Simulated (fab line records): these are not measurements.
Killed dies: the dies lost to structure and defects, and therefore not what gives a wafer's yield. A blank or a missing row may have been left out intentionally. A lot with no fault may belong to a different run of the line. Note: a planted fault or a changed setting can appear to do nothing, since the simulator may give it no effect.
Matching of chambers :: flow gf180mcu :: GF_V4_CVD_00 on hdpcvd-01: 3 sister chambers
The step deposits SiO2, target thk 600 nm, time 100 s. 3 wafers are shown with their chamber, then 10 later ones without.

## WAFERS, EACH WITH ITS CHAMBER
wafer: L940.6
chamber: 0
run-length-s (s): 127.0

wafer: L944.1
chamber: 2
run-length-s (s): 127.2

wafer: L944.3
chamber: 1
run-length-s (s): 127.5

## WAFERS WHOSE CHAMBER IS MISSING
wafer: L944.4
run-length-s (s): 127.6

wafer: L950.1
run-length-s (s): 127.4

wafer: L950.3
run-length-s (s): 127.6

wafer: L950.4
run-length-s (s): 128.2

wafer: L951.2
run-length-s (s): 127.2

wafer: L951.4
run-length-s (s): 127.3

wafer: L951.5
run-length-s (s): 127.4

wafer: L952.1
run-length-s (s): 127.0

wafer: L952.2
run-length-s (s): 127.7

wafer: L952.6
run-length-s (s): 127.2

## WHICH CHAMBER EACH WENT THROUGH
wafer: L944.4
from the rows above: can't be placed: 1 or 2
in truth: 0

wafer: L950.1
from the rows above: can't be placed: 1 or 2 or 0
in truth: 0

wafer: L950.3
from the rows above: can't be placed: 1 or 2
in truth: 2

wafer: L950.4
from the rows above: can't be placed: 1 or 2
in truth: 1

wafer: L951.2
from the rows above: can't be placed: 2 or 0 or 1
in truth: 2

wafer: L951.4
from the rows above: can't be placed: 2 or 1 or 0
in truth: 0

wafer: L951.5
from the rows above: can't be placed: 1 or 2 or 0
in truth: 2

wafer: L952.1
from the rows above: can't be placed: 0 or 2
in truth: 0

wafer: L952.2
from the rows above: can't be placed: 1 or 2
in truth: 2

wafer: L952.6
from the rows above: can't be placed: 2 or 0 or 1
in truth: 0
Correct placement for 0 of the 10. Cannot be placed on the basis of these rows: 10; the candidates contain the true chamber in 9. Placed wrongly: 0.
How it was worked out, from the rows above alone: a wafer's distance from a chamber is the root of the sum, over the readings, of the square of ((its reading less the chamber's mean) divided by the reading's scatter). The wafer belongs to the nearest chamber; if the next one is less than 2 further off, it can't be placed. Each chamber's mean is taken over the wafers shown for it. The scatter (one wafer shown for each chamber): square how far every hidden wafer sits from the nearest shown wafer, average those squares and take the square root.
